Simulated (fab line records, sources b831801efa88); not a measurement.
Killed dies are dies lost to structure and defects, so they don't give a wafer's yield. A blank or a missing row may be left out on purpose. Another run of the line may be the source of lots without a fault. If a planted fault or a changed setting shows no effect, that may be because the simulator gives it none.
The tool behind it: which one? + flow gf180mcu + 13 lots with 39 wafers sampled at 5 steps, on a route of 602 steps

WHAT EACH GAUGE READ, for each wafer
GF_VT_IMPLANT_OVL_MEAS_07.
| lot  | measured     | on         | VT_IMPLANT_OVL (nm) |
|------|--------------|------------|---------------------|
| L555 | day 5 19:27  | overlay-01 | 0.8 -0.5 -3.0       |
| L556 | day 6 04:26  | overlay-01 | 0.9 0.1 2.9         |
| L557 | day 6 09:48  | overlay-01 | 0.3 0.5 -0.3        |
| L558 | day 6 13:33  | overlay-02 | -0.7 1.5 -0.9       |
| L559 | day 6 20:44  | overlay-02 | -0.6 -1.3 1.2       |
| L561 | day 7 19:51  | overlay-02 | -1.9 -1.3 -1.1      |
| L562 | day 7 20:41  | overlay-01 | -2.6 0.5 -0.4       |
| L563 | day 7 23:41  | overlay-02 | -0.4 -0.8 -3.1      |
| L565 | day 8 08:53  | overlay-02 | 0.2 -2.0 -3.1       |
| L567 | day 9 01:11  | overlay-01 | 1.5 1.3 0.5         |
| L568 | day 9 05:49  | overlay-01 | 1.4 -0.1 1.3        |
| L572 | day 10 05:35 | overlay-01 | -1.2 0.3 -0.1       |
| L577 | day 11 14:41 | overlay-02 | 0.6 0.6 1.0         |

GF_DUAL_GATE_THK_MEAS_03.
| lot  | measured     | on           | DUAL_GATE_OXIDATION_00_THK (nm) |
|------|--------------|--------------|---------------------------------|
| L555 | day 7 20:54  | filmMetro-02 | 10.81 11.08 10.82               |
| L556 | day 8 06:32  | filmMetro-01 | 11.16 11.01 11.10               |
| L557 | day 8 13:58  | filmMetro-01 | 10.83 10.74 10.77               |
| L558 | day 8 19:29  | filmMetro-02 | 10.70 10.64 10.59               |
| L559 | day 9 00:21  | filmMetro-02 | 10.79 10.70 10.87               |
| L561 | day 10 00:32 | filmMetro-01 | 10.78 10.79 10.80               |
| L562 | day 10 02:05 | filmMetro-01 | 10.91 10.70 10.81               |
| L563 | day 10 06:39 | filmMetro-01 | 10.73 10.61 10.93               |
| L565 | day 10 16:46 | filmMetro-02 | 10.94 11.10 10.98               |
| L567 | day 11 09:34 | filmMetro-01 | 9.69 9.76 9.65                  |
| L568 | day 11 15:48 | filmMetro-02 | 9.40 9.55 9.57                  |
| L572 | day 12 15:38 | filmMetro-01 | 10.78 10.73 10.58               |
| L577 | day 14 05:34 | filmMetro-01 | 10.92 10.89 10.67               |

GF_POLY_GATE_THK_MEAS_17.
| lot  | measured     | on           | POLY_GATE_OXIDATION_THK (nm) |
|------|--------------|--------------|------------------------------|
| L555 | day 9 14:33  | filmMetro-02 | 4.01 4.01 3.99               |
| L556 | day 9 22:53  | filmMetro-02 | 4.02 4.08 4.00               |
| L557 | day 10 05:05 | filmMetro-01 | 4.05 4.03 4.02               |
| L558 | day 10 11:30 | filmMetro-02 | 4.00 4.04 4.14               |
| L559 | day 10 17:05 | filmMetro-01 | 4.05 4.03 4.00               |
| L561 | day 11 18:17 | filmMetro-03 | 4.07 4.06 4.05               |
| L562 | day 11 20:40 | filmMetro-02 | 3.91 4.00 3.89               |
| L563 | day 12 01:30 | filmMetro-02 | 3.99 4.03 4.02               |
| L565 | day 12 12:20 | filmMetro-01 | 4.10 4.07 4.11               |
| L567 | day 13 07:05 | filmMetro-01 | 4.04 4.08 4.08               |
| L568 | day 13 15:29 | filmMetro-03 | 4.11 3.98 4.05               |
| L572 | day 14 14:59 | filmMetro-01 | 4.04 4.02 4.00               |
| L577 | day 16 07:06 | filmMetro-02 | 4.02 4.15 4.12               |

GF_POLY_GATE_CD_MEAS_18.
| lot  | measured     | on       | cdNm (nm)         |
|------|--------------|----------|-------------------|
| L555 | day 9 14:37  | cdSem-02 | 278.9 281.2 281.9 |
| L556 | day 9 22:57  | cdSem-01 | 280.8 283.9 280.0 |
| L557 | day 10 05:08 | cdSem-02 | 279.6 277.7 282.2 |
| L558 | day 10 11:35 | cdSem-02 | 281.5 281.3 281.9 |
| L559 | day 10 17:09 | cdSem-01 | 277.9 280.5 280.4 |
| L561 | day 11 18:22 | cdSem-01 | 279.7 282.5 281.3 |
| L562 | day 11 20:45 | cdSem-01 | 281.3 282.8 280.3 |
| L563 | day 12 01:34 | cdSem-02 | 278.5 280.5 278.6 |
| L565 | day 12 12:25 | cdSem-02 | 282.4 282.7 280.9 |
| L567 | day 13 07:09 | cdSem-01 | 282.0 281.7 280.7 |
| L568 | day 13 15:33 | cdSem-02 | 281.9 281.6 282.6 |
| L572 | day 14 15:04 | cdSem-01 | 280.4 279.4 282.1 |
| L577 | day 16 07:16 | cdSem-02 | 281.2 280.9 280.3 |

EACH LOT AND THE TOOL THAT RAN IT (in order: tool; ch and the chambers of the sampled wafers; start)
| lot  | GF_DUAL_GATE_OXIDATION_02     |
|------|-------------------------------|
| L555 | furnace-02 ch 0, day 7 19:27  |
| L556 | furnace-02 ch 0, day 8 05:05  |
| L557 | furnace-02 ch 0, day 8 12:31  |
| L558 | furnace-02 ch 0, day 8 18:02  |
| L559 | furnace-02 ch 0, day 8 22:54  |
| L561 | furnace-01 ch 0, day 9 23:05  |
| L562 | furnace-01 ch 0, day 10 00:38 |
| L563 | furnace-02 ch 0, day 10 05:12 |
| L565 | furnace-02 ch 0, day 10 15:19 |
| L567 | furnace-01 ch 0, day 11 08:07 |
| L568 | furnace-01 ch 0, day 11 14:21 |
| L572 | furnace-02 ch 0, day 12 14:11 |
| L577 | furnace-01 ch 0, day 14 04:06 |
- GF_DUAL_GATE_OXIDATION_02: stabilise 600 s, purge 300 s, target thk 10.887 nm.

AS READ BY THE TOOLS THEMSELVES (means over the sampled wafers that have a number; for cases with no such wafer, the mark the record gives instead)
GF_DUAL_GATE_OXIDATION_02.
| lot  | tool       | spikeTcCentreC (C) | spikeTcLowerC (C) | spikeTcTopC (C) | spikeTcUpperC (C) | tubeCenterTempC (C) | tube_center_temp_C_max | zonePowerLowerPct (%) |
|------|------------|--------------------|-------------------|-----------------|-------------------|---------------------|------------------------|-----------------------|
| L555 | furnace-02 | 901.0              | 900.0             | 909.0           | 896.6             | 900                 | 902.2                  | 16.4                  |
| L556 | furnace-02 | 900.7              | 900.6             | 908.8           | 896.7             | 900                 | 902.7                  | 16.4                  |
| L557 | furnace-02 | 901.2              | 901.4             | 910.3           | 896.7             | 900                 | 902.5                  | 16.5                  |
| L558 | furnace-02 | 900.8              | 901.0             | 908.6           | 895.9             | 900                 | 902.5                  | 16.4                  |
| L559 | furnace-02 | 899.3              | 901.4             | 908.7           | 896.7             | 900                 | 902.3                  | 16.5                  |
| L561 | furnace-01 | 900.2              | 900.8             | 914.8           | 899.2             | 900                 | 902.6                  | 17.6                  |
| L562 | furnace-01 | 899.2              | 901.2             | 913.6           | 899.9             | 900                 | 902.2                  | 17.8                  |
| L563 | furnace-02 | 901.7              | 901.5             | 909.1           | 897.0             | 900                 | 902.3                  | 16.3                  |
| L565 | furnace-02 | 900.2              | 900.3             | 909.1           | 896.2             | 900                 | 902.5                  | 16.5                  |
| L567 | furnace-01 | 889.5              | 890.9             | 903.4           | 887.7             | 889                 | 891.3                  | 17.3                  |
| L568 | furnace-01 | 888.6              | 890.9             | 903.1           | 888.0             | 889                 | 891.4                  | 17.1                  |
| L572 | furnace-02 | 900.4              | 900.8             | 909.4           | 897.1             | 900                 | 902.4                  | 16.4                  |
| L577 | furnace-01 | 899.9              | 900.3             | 913.9           | 899.5             | 900                 | 902.0                  | 17.6                  |

THE ANSWER, worked out from the rows above alone
Rule: what is usual is taken from the lots themselves. Put in order of their means at a reading, lots are off if they are a third of the lots or fewer, leave a main group of 4 or more, and stand apart from it by a gap of 3 or more times the standard deviation of the main group's means; of several such gaps the widest counts. If all means in a main group match to the digits the tables above print for the reading, that group is not used. A lot without any number at a reading at which 4 lots or more have one is off too. Any other lot the step has rows for is counted as sound. Order of review: gauges by route order, followed by the tools' own readings, for which a lot's mean as printed above is used. The first step at which some lot is off is used, and at that step the reading that is off furthest; a lot without a number counts as furthest.
Off: L567, L568, at GF_DUAL_GATE_THK_MEAS_03 (DUAL_GATE_OXIDATION_00_THK). The main group has a mean of 10.83 nm with a standard deviation of 0.12.
If a tool, at a process step before that reading, ran all the lots that are off and no sound lot after the first of them, it fits. Not tried: the gauges at GF_DUAL_GATE_THK_MEAS_03; whatever is off there is also off at GF_DUAL_GATE_OXIDATION_02, on other tools, and gauge error can't account for it. Not one of the candidates tried fits.

WHAT HAD BEEN PUT IN BY THE SIMULATOR
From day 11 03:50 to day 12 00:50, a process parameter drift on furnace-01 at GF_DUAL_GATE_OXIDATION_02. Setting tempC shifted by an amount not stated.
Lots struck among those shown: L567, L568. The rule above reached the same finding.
